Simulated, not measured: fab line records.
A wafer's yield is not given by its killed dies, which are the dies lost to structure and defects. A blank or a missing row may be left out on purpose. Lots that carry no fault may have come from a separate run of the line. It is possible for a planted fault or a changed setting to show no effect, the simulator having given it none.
Which tool is to blame? -- flow sky130 -- Sampling: 13 lots, 39 wafers, 2 of 708 route steps

WHAT THE GAUGES READ, wafer by wafer
SKY_VIA2_THK_MEAS_01. Usual: VIA2_HDPCVD_THK typically reads 1176 nm, with standard deviation 12.
lot,measured,on,VIA2_HDPCVD_THK (nm),flag
L673,day 35 03:36,film metro-01,1189 1170 1187,
L674,day 35 07:01,film metro-01,1213 1187 1185,
L675,day 35 14:03,film metro-01,1183 1178 1169,
L676,day 35 19:31,film metro-04,1183 1183 1188,
L677,day 36 09:19,film metro-04,1178 1179 1172,
L679,day 37 03:55,film metro-01,1173 1177 1182,
L681,day 37 17:19,film metro-01,1160 1161 1146,
L682,day 38 02:13,film metro-03,1188 1184 1175,
L683,day 38 11:08,film metro-04,1159 1192 1163,
L687,day 40 07:15,film metro-03,1174 1171 1170,
L692,day 41 05:19,film metro-01,1174 1486 1181,OFF
L695,day 41 17:45,film metro-03,1161 1172 1166,
L696,day 41 20:09,film metro-01,1178 1161 1189,

WHAT TOOL EACH LOT RAN ON (gives the tool, then ch and the chambers of the sampled wafers, and finally the start)
lot,SKY_VIA2_HDPCVD_00
L673,"hdpcvd-02 ch 0,1, day 35 03:28"
L674,"hdpcvd-02 ch 0,1,2, day 35 06:56"
L675,"hdpcvd-01 ch 1,2, day 35 13:55"
L676,"hdpcvd-02 ch 0,1, day 35 19:23"
L677,"hdpcvd-02 ch 0,1,2, day 36 09:11"
L679,"hdpcvd-02 ch 0,1, day 37 03:48"
L681,"hdpcvd-02 ch 0,1,2, day 37 17:11"
L682,"hdpcvd-02 ch 0,1, day 38 02:05"
L683,"hdpcvd-02 ch 0,1,2, day 38 10:59"
L687,"hdpcvd-01 ch 0,1,2, day 40 07:07"
L692,"hdpcvd-02 ch 0,1,2, day 41 05:11"
L695,"hdpcvd-01 ch 0,1,2, day 41 17:37"
L696,"hdpcvd-01 ch 0,1, day 41 20:02"
- SKY_VIA2_HDPCVD_00: deposits SiO2, target thk 1180 nm, time 196.7 s.

WHAT THE TOOLS THEMSELVES READ (means of the sampled wafers that have a number; where no wafer has one, the mark that the record gives instead)
SKY_VIA2_HDPCVD_00. Usual: run length s 225.0 s, standard deviation 0.63.
lot,tool,run length s (s),flag
L673,hdpcvd-02,225.5,
L674,hdpcvd-02,225.3,
L675,hdpcvd-01,224.4,
L676,hdpcvd-02,225.6,
L677,hdpcvd-02,225.4,
L679,hdpcvd-02,225.5,
L681,hdpcvd-02,225.5,
L682,hdpcvd-02,225.8,
L683,hdpcvd-02,225.4,
L687,hdpcvd-01,224.3,
L692,hdpcvd-02,241.8,OFF
L695,hdpcvd-01,224.5,
L696,hdpcvd-01,224.5,

THE ANSWER, worked out from the rows above alone
Rule: take the mean of a lot's wafers that have a number; if it is more than 3 standard deviations from the usual mean, the lot is off. Also off: a lot with no number at a reading for which 4 or more lots have one. All remaining lots with rows at the step are treated as sound. After the gauges, taken in route order, come the tools' own readings; for these a lot's mean is taken, as printed above. At the first step where some lot is off, the reading lying furthest off is the one used; lots without a number count as furthest.
Off: at SKY_VIA2_THK_MEAS_01 (VIA2_HDPCVD_THK), L692.
If a tool, at a process step before that reading, ran all the lots that are off and no sound lot after the first of them, it fits. Not tried: the gauges at SKY_VIA2_THK_MEAS_01; whatever is off there is also off at SKY_VIA2_HDPCVD_00, on other tools, and gauge error can't account for it. One fits: SKY_VIA2_HDPCVD_00 on hdpcvd-02. A fault onset in the window from L683 (day 38 10:59, its last sound lot) to L692 (day 41 05:11, its first lot off) fits.
The tool's own readings at SKY_VIA2_HDPCVD_00 bear it out: on the lots that are off they differ by more than 5 times the standard deviation of the sound lots' means. run length s reads 241.8 s there against 225.1 s on the sound lots.

WHAT HAD BEEN PUT IN BY THE SIMULATOR
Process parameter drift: hdpcvd-02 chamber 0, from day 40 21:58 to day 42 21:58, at SKY_VIA2_HDPCVD_00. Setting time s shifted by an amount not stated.
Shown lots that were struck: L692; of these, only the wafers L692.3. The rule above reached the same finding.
